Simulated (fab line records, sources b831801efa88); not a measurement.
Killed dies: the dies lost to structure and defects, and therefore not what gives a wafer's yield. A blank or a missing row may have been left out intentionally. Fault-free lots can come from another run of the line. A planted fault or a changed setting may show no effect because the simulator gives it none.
Problem report, 8D (eight disciplines) form, completed by code :: flow gf180mcu :: the parts of the form that need people (team, actions taken, sign-off) are left out

## 1. WHAT IS WRONG
Mean of runLengthS at GF_M1_METAL_ETCH_16: 126.9 s across 3 wafers in 2 lots; on wafers with no fault it is 153.4 s (standard deviation 0.44). Measured from the usual mean, that is -60 standard deviations.
The step: etches the open film in Cl2/BCl3, stops on SiO2, target depth 750.8 nm, time 125.1 s.
Earliest sighting: wafer L595.2 on rieMetal-03 at day 24 22:59. At this step, 36 wafers from 12 lots have a number in the record. By rule, "out" or "out of limits" means more than 4 standard deviations away from the usual mean. The rest of the wafers with a number are treated as sound.

## 2. WHAT IT IS, AND WHAT IT ISN'T
question: which readings at this step
is: runLengthS
is not: drypumpMotorCurrentA, throttleValvePct

question: which lots
is: L595, L596
is not: L575, L578, L580, L582, L583, L584, L587, L588, L589, L597

question: which wafers of those lots
is: L595.2, L596.2, L596.3
is not: L595.4, L595.6, L596.5

question: read on which tools
is: rieMetal-03
is not: rieMetal-01, rieMetal-04

question: when
is: from day 24 22:59
is not: up to then (29 sound wafers); but 4 sound wafers of L596, L597 came after

## 3. WHAT RULES OUT EACH SUSPECT
Counting: a tool at a process step up to the reading stays a suspect if it ran every lot that is out. Sound lots after the first of them don't rule it out here, since some wafers of a struck lot are sound.
- pvdSputter-02 at GF_M1_SPUTTER_01 (material TiN, target thk 30 nm, time 25 s): kept. Ran every lot that is out, first one L595 (day 24 00:35); last sound lot up to then L589 (day 22 02:14).
- rieMetal-03 at GF_M1_METAL_ETCH_16 (etches the open film in Cl2/BCl3, stops on SiO2, target depth 750.8 nm, time 125.1 s): kept. Ran every lot that is out, first one L595 (day 24 22:59); last sound lot up to then L588 (day 22 13:21). Its own readings are out on those wafers: runLengthS.
After counting, pvdSputter-02 at GF_M1_SPUTTER_01 and rieMetal-03 at GF_M1_METAL_ETCH_16 remain.

## 4. THE CAUSE (what the simulator had put in)
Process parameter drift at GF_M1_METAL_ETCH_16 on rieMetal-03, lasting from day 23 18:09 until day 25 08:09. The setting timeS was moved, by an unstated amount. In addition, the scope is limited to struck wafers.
2 suspects survive the count, and this tool is in that group.

## 5. SEQUENCE OF EFFECTS, ordered by route
Each row: a reading whose mean over the struck wafers that have a number lies more than 3 standard deviations from the usual. Only readings for which the record gives a usual standard deviation are gone through. hours: the time from each lot's start at the first step in this table that gives one to its start at this step, as a median over the lots. sigmas: the change in usual standard deviations.
hours: 0
step: GF_M1_METAL_ETCH_16
reading: runLengthS
usual: 153.4 s
on struck wafers: 126.9
change: -26.5
sigmas: -60

hours: 0
step: GF_M1_STRIP_17
reading: oesProductAu
usual: 0.538 a.u.
on struck wafers: 0.562
change: +0.024
sigmas: +5.0

hours: 0
step: GF_M1_STRIP_17
reading: stripTimeToEndpointS
usual: 7.39 s
on struck wafers: 7.98
change: +0.59
sigmas: +14
Process steps it contains:
- GF_M1_METAL_ETCH_16: etches the open film in Cl2/BCl3, stops on SiO2, target depth 750.8 nm, time 125.1 s.
- GF_M1_STRIP_17: strips in O2/N2.

## 6. WHAT WOULD HAVE CAUGHT IT SOONER
First out-of-limits reading in this record: day 24 22:59, which is 29 hours after fault onset at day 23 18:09.
